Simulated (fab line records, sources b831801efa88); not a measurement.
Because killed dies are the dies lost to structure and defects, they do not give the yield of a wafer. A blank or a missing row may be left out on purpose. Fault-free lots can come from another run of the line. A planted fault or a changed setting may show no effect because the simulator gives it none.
Which tool did it?    flow gf180mcu    13 lots with 39 wafers sampled at 4 steps, on a route of 602 steps

## WHAT THE GAUGES READ, wafer by wafer
GF_MVPSD_OVL_MEAS_07. Usual: MVPSD_OVL typically reads 1.5 nm, with standard deviation 1.4.
lot   measured      on          MVPSD_OVL (nm)  flag
L712  day 5 03:59   overlay-02  0.5 0.3 1.9     
L714  day 5 17:44   overlay-01  1.6 0.8 2.2     
L721  day 7 10:19   overlay-01  1.8 0.0 1.4     
L722  day 7 18:05   overlay-01  1.8 1.2 0.7     
L723  day 7 22:49   overlay-02  4.7 4.8 3.2     
L724  day 8 03:19   overlay-01  1.5 0.0 0.5     
L725  day 8 12:27   overlay-02  -0.2 -1.0 -1.2  
L726  day 8 21:27   overlay-01  3.5 1.2 4.0     
L728  day 9 06:38   overlay-01  3.2 4.2 3.8     
L729  day 9 12:03   overlay-02  2.2 1.0 2.3     
L730  day 9 17:05   overlay-01  0.2 -0.1 -0.6   
L731  day 10 00:01  overlay-02  2.1 2.7 2.6     
L733  day 10 11:33  overlay-01  0.7 1.2 -0.7    

GF_VT_IMPLANT_OVL_MEAS_07. Usual: VT_IMPLANT_OVL typically reads 0.0 nm, with standard deviation 1.6.
lot   measured      on          VT_IMPLANT_OVL (nm)  flag
L712  day 5 17:55   overlay-01  -1.7 -1.4 -2.6       
L714  day 6 08:11   overlay-01  -1.7 -2.1 -0.9       
L721  day 8 02:47   overlay-02  0.0 -0.6 0.1         
L722  day 8 10:56   overlay-01  -1.9 -1.1 -3.1       
L723  day 8 15:25   overlay-01  3.4 3.6 2.3          
L724  day 8 20:32   overlay-01  1.7 3.2 3.6          
L725  day 9 05:34   overlay-02  -0.6 1.8 0.0         
L726  day 9 15:07   overlay-01  -2.7 -3.0 -1.1       
L728  day 10 00:22  overlay-02  2.0 1.2 2.3          
L729  day 10 05:21  overlay-01  -2.2 -2.3 -2.4       
L730  day 10 10:43  overlay-01  -0.6 -0.7 0.3        
L731  day 10 18:32  overlay-01  -0.7 0.0 -2.1        
L733  day 11 05:57  overlay-02  0.8 -1.3 1.8         

GF_HV_LDD_OVL_MEAS_47. Usual: HV_LDD_03_OVL typically reads 0.3 nm, with standard deviation 1.4.
lot   measured      on          HV_LDD_03_OVL (nm)  flag
L712  day 12 11:24  overlay-02  -0.6 0.8 1.2        
L714  day 13 01:38  overlay-02  -2.1 -0.4 -0.1      
L721  day 15 13:37  overlay-02  0.9 1.3 4.6         
L722  day 16 04:07  overlay-01  1.1 -0.8 1.1        
L723  day 16 06:42  overlay-01  -1.5 1.7 1.2        
L724  day 16 12:07  overlay-01  0.1 0.4 0.0         
L725  day 17 03:01  overlay-01  -1.0 -0.3 -1.7      
L726  day 17 20:04  overlay-01  -0.8 0.2 0.1        
L728  day 18 07:08  overlay-01  -1.0 0.0 1.0        
L729  day 18 13:34  overlay-01  -1.7 -0.2 -0.8      
L730  day 18 17:16  overlay-02  -2.3 -1.9 0.5       
L731  day 19 05:20  overlay-02  1.3 0.9 1.3         
L733  day 19 16:43  overlay-01  -1.1 -3.1 -0.3      

## TOOL THAT RAN EACH LOT (tool first, then ch and the chambers of the sampled wafers, then the start)
lot   GF_MVSD_EXPOSE_04
L712  iline-stepper-01 ch 0, day 4 07:24
L714  iline-stepper-02 ch 0, day 4 20:27
L721  iline-stepper-02 ch 0, day 6 11:26
L722  iline-stepper-02 ch 0, day 6 18:50
L723  iline-stepper-02 ch 0, day 6 22:34
L724  iline-stepper-01 ch 0, day 7 03:46
L725  iline-stepper-01 ch 0, day 7 11:44
L726  iline-stepper-01 ch 0, day 7 20:15
L728  iline-stepper-01 ch 0, day 8 05:21
L729  iline-stepper-02 ch 0, day 8 11:37
L730  iline-stepper-02 ch 0, day 8 15:07
L731  iline-stepper-02 ch 0, day 8 22:16
L733  iline-stepper-01 ch 0, day 9 09:44
- GF_MVSD_EXPOSE_04: exposes mask MVSD, target cd 1000 nm.

## WHAT THE TOOLS THEMSELVES READ (means of the sampled wafers that have a number; where no wafer has one, the mark that the record gives instead)
GF_MVSD_EXPOSE_04. Usual: 23.00 C for reticle-temp-C, sd 0.1.
lot   tool              reticle-temp-C (C)  flag
L712  iline-stepper-01  23.01               
L714  iline-stepper-02  22.97               
L721  iline-stepper-02  23.05               
L722  iline-stepper-02  22.98               
L723  iline-stepper-02  23.04               
L724  iline-stepper-01  22.90               
L725  iline-stepper-01  22.96               
L726  iline-stepper-01  22.94               
L728  iline-stepper-01  23.00               
L729  iline-stepper-02  23.10               
L730  iline-stepper-02  22.91               
L731  iline-stepper-02  22.90               
L733  iline-stepper-01  23.02               

## THE ANSWER, worked out from the rows above alone
Rule: a lot counts as off when the mean over its wafers that have a number is more than 3 standard deviations away from the usual mean. A lot without any number at a reading at which 4 lots or more have one is off too. All remaining lots with rows at the step are treated as sound. Order of review: gauges by route order, followed by the tools' own readings, for which a lot's mean as printed above is used. At the first step where some lot is off, the reading lying furthest off is the one used; lots without a number count as furthest.
No lot is off at any reading shown: from this, nothing can be told.

## WHAT HAD BEEN PUT IN BY THE SIMULATOR
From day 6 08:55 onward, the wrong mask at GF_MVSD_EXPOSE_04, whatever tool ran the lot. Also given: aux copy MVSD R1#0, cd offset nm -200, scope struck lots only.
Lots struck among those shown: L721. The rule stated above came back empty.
